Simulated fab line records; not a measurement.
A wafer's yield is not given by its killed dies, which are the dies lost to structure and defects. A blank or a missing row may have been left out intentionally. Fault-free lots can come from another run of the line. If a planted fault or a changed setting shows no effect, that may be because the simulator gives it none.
One fault through the eyes of 2 desks / flow sky130 / every desk sees just its own numbers, and what lay behind them comes last

== DESK OF THE TOOL OWNER: rie_metal-03 ==
The tool's own readings at SKY_METAL1_ETCH_18 (etches BARC in N2/H2, stops on SiO2, time 45.9 s, target depth 60 nm): means of the sampled wafers that have a number, for each lot that ran on this tool. A lot is out of limits, marked OUT, if its mean lies more than 4 standard deviations from the usual mean; the brackets give that distance.
Columns: A = drypump_motor_current_A at SKY_METAL1_ETCH_18, usual 5.5 A; B = oes_product_au at SKY_METAL1_ETCH_18, usual 0.855 a.u.; C = run_length_s at SKY_METAL1_ETCH_18, usual 74.3 s; D = throttle_valve_pct at SKY_METAL1_ETCH_18, usual 13.226 %
lot=L821; first seen here=day 33 10:56; A=5.3; B=0.859; C=74.3; D=13.226
lot=L822; first seen here=day 33 23:13; A=5.3; B=0.855; C=74.2; D=13.229
lot=L825; first seen here=day 34 22:43; A=5.3; B=0.852; C=74.1; D=13.222
lot=L826; first seen here=day 35 06:12; A=5.1; B=0.853; C=74.1; D=13.231
lot=L829; first seen here=day 36 04:40; A=5.1; B=0.806 (-11) OUT; C=79.7 (+13) OUT; D=13.215
lot=L830; first seen here=day 36 13:23; A=5.3; B=0.820 (-7.5) OUT; C=77.8 (+8.3) OUT; D=13.218
This desk's finding: out of limits on L829, L830; first on L829, day 36 04:40 (oes_product_au at SKY_METAL1_ETCH_18). Within limits: L821, L822, L825, L826.

== METROLOGY DESK ==
Lot by lot, what the gauges showed, no matter which tool ran the lot: averages of those sampled wafers that carry a number. A lot is out of limits, marked OUT, if its mean lies more than 4 standard deviations from the usual mean; the brackets give that distance.
Columns: A = VIA1_HDPCVD_THK at SKY_VIA1_THK_MEAS_01, usual 1030 nm
lot=L821; first seen here=day 33 11:47; A=1030
lot=L822; first seen here=day 34 00:05; A=1022
lot=L825; first seen here=day 34 23:37; A=1031
lot=L826; first seen here=day 35 07:07; A=1033
lot=L828; first seen here=day 36 05:01; A=1035
lot=L829; first seen here=day 36 05:32; A=1047
lot=L830; first seen here=day 36 14:15; A=1035
lot=L831; first seen here=day 37 06:17; A=1034
lot=L832; first seen here=day 37 11:35; A=1021
lot=L839; first seen here=day 39 11:12; A=1031
lot=L841; first seen here=day 39 19:43; A=1027
lot=L842; first seen here=day 39 22:11; A=1015
This desk's finding: nothing out of limits on any of the 12 lots.

== TAKEN TOGETHER ==
The tool owner's desk could have raised an alarm at day 36 04:40, on L829, L830.
Metrology desk: nothing out of limits seen.
The metrology desk has L829, L830 on record, within its limits.
All the named lots went through SKY_METAL1_ETCH_18 on rie_metal-03.

== WHAT THE SIMULATOR HAD INSERTED ==
rie_metal-03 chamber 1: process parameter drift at SKY_METAL1_ETCH_18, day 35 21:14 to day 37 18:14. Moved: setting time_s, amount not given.
Lots struck among those shown: L829, L830.
Delay in hours, fault start to first out-of-limits reading, by desk: the tool owner's desk at 7.
